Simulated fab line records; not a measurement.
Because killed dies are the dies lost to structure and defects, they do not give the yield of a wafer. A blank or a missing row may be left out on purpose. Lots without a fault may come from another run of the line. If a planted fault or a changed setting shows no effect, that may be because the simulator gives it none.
8D (eight disciplines) problem report, filled in by code || flow sfqLine || the parts of the form that need people (team, actions taken, sign-off) are left out

1. WHAT WENT WRONG
Mean of exposureDoseMJCm2 at SFQ_TRILAYER_I1_VIA_LITHO_EXPOSE_050: 22.495 across 6 wafers in 2 lots; on wafers with no fault it is 21.300 (standard deviation 0.017). That is +70 standard deviations from the usual mean.
The step: exposes mask I1, target cd 500 nm.
First observed at day 23 20:47: wafer L216.1, on krfScanner-02. The record holds 42 wafers of 14 lots with a number at this step. The rule behind "out" and "out of limits": a value lying over 4 standard deviations away from the usual mean. The rest of the wafers with a number are treated as sound.

2. WHAT IT IS, AND WHAT IT ISN'T
{"question": "which readings at this step", "is": "exposureDoseMJCm2", "is not": "-"}
{"question": "which lots", "is": "L216, L217", "is not": "L214, L215, L222, L226, L227, L228, L229, L230, L231, L232, L233, L234"}
{"question": "which wafers of those lots", "is": "all that have a number", "is not": "-"}
{"question": "read on which tools", "is": "krfScanner-02", "is not": "krfScanner-01"}
{"question": "when", "is": "from day 23 20:47", "is not": "up to then (6 sound wafers); but 30 sound wafers of L222, L226, L227, L228, L229, L230, L231, L232, L233, L234 came after"}

3. THE SUSPECTS, EACH WITH WHAT RULES IT OUT
Counting: any tool at a process step up to the reading is kept as a suspect provided that every lot that is out went through it and no sound lot did after the first of them.
- krfScanner-02 at SFQ_TRILAYER_I1_VIA_LITHO_EXPOSE_050 (exposes mask I1, target cd 500 nm): kept. Every lot that is out went through it, starting with L216 (day 23 20:47), and after that it ran no sound lot; the last sound lot it ran before then is L215 (day 23 15:38). On those wafers its own readings are out: exposureDoseMJCm2.
Remaining after the count: krfScanner-02 at SFQ_TRILAYER_I1_VIA_LITHO_EXPOSE_050.

4. THE CAUSE (what the simulator had put in)
Process parameters drifting: krfScanner-02 at SFQ_TRILAYER_I1_VIA_LITHO_EXPOSE_050, beginning at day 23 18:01. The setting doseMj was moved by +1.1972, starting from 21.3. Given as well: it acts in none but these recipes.
Only this tool survived the counting.

5. SEQUENCE OF EFFECTS, ordered by route
Each row: a reading whose mean over the struck wafers that have a number lies more than 3 standard deviations from the usual. Only readings for which the record gives a usual standard deviation are gone through. hours: the time from each lot's start at the first step in this table that gives one to its start at this step, as a median over the lots. sigmas: the change in usual standard deviations.
{"hours": 0, "step": "SFQ_TRILAYER_I1_VIA_LITHO_EXPOSE_050", "reading": "exposureDoseMJCm2", "usual": 21.300, "on struck wafers": 22.495, "change": "+1.195", "sigmas": "+70"}
The process steps in it:
- SFQ_TRILAYER_I1_VIA_LITHO_EXPOSE_050: exposes mask I1, target cd 500 nm.
At these later measuring or inspecting steps, every struck wafer for which the step has a row has a number for every such reading, and none has moved that far: SFQ_I5_OVL_MEAS_936.

6. HOW IT WOULD HAVE BEEN CAUGHT EARLIER
In this record the first reading out of limits was taken at day 23 20:47, 3 hours after the fault began at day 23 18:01.
